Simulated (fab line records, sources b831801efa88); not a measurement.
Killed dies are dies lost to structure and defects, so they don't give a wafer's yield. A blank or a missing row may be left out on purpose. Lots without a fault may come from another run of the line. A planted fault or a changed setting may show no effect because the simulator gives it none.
Chamber matching | flow sky130 | SKY_LI_CONTACT_CMP_02 on cmp-02: 4 sister chambers
The step polishes PSG. 4 wafers are shown with their chamber, then 8 later ones without.

WAFERS WITH THEIR CHAMBER
wafer  | chamber | motor_current_A (A)
L078.6 | 1       | 12.1
L080.1 | 2       | 10.5
L084.6 | 0       | 10.9
L090.1 | 3       | 9.9

WAFERS WITHOUT THEIR CHAMBER
wafer  | motor_current_A (A)
L090.2 | 11.6
L090.4 | 10.7
L092.3 | 10.2
L092.4 | 10.9
L092.5 | 11.9
L095.3 | 9.8
L095.4 | 10.5
L095.6 | 10.8

WHICH CHAMBER EACH WENT THROUGH
wafer  | from the rows above          | in truth
L090.2 | can't be placed: 1 or 0      | 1
L090.4 | can't be placed: 2 or 0      | 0
L092.3 | can't be placed: 3 or 2 or 0 | 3
L092.4 | can't be placed: 0 or 2      | 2
L092.5 | 1                            | 1
L095.3 | 3                            | 3
L095.4 | can't be placed: 2 or 0      | 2
L095.6 | can't be placed: 0 or 2      | 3
Placed correctly: 2 of 8. Can't be placed from these rows: 6 (the true chamber is among the candidates in 5). Placed wrongly: 0.
How it was worked out, from the rows above alone: a wafer's distance from a chamber is the root of the sum, over the readings, of the square of ((its reading less the chamber's mean) divided by the reading's scatter). The wafer belongs to the nearest chamber; if the next one is less than 2 further off, it can't be placed. A chamber's mean is the mean of its shown wafers. The scatter: with one shown wafer a chamber, the root of the mean of the squares of how far each hidden wafer lies from its nearest shown one.
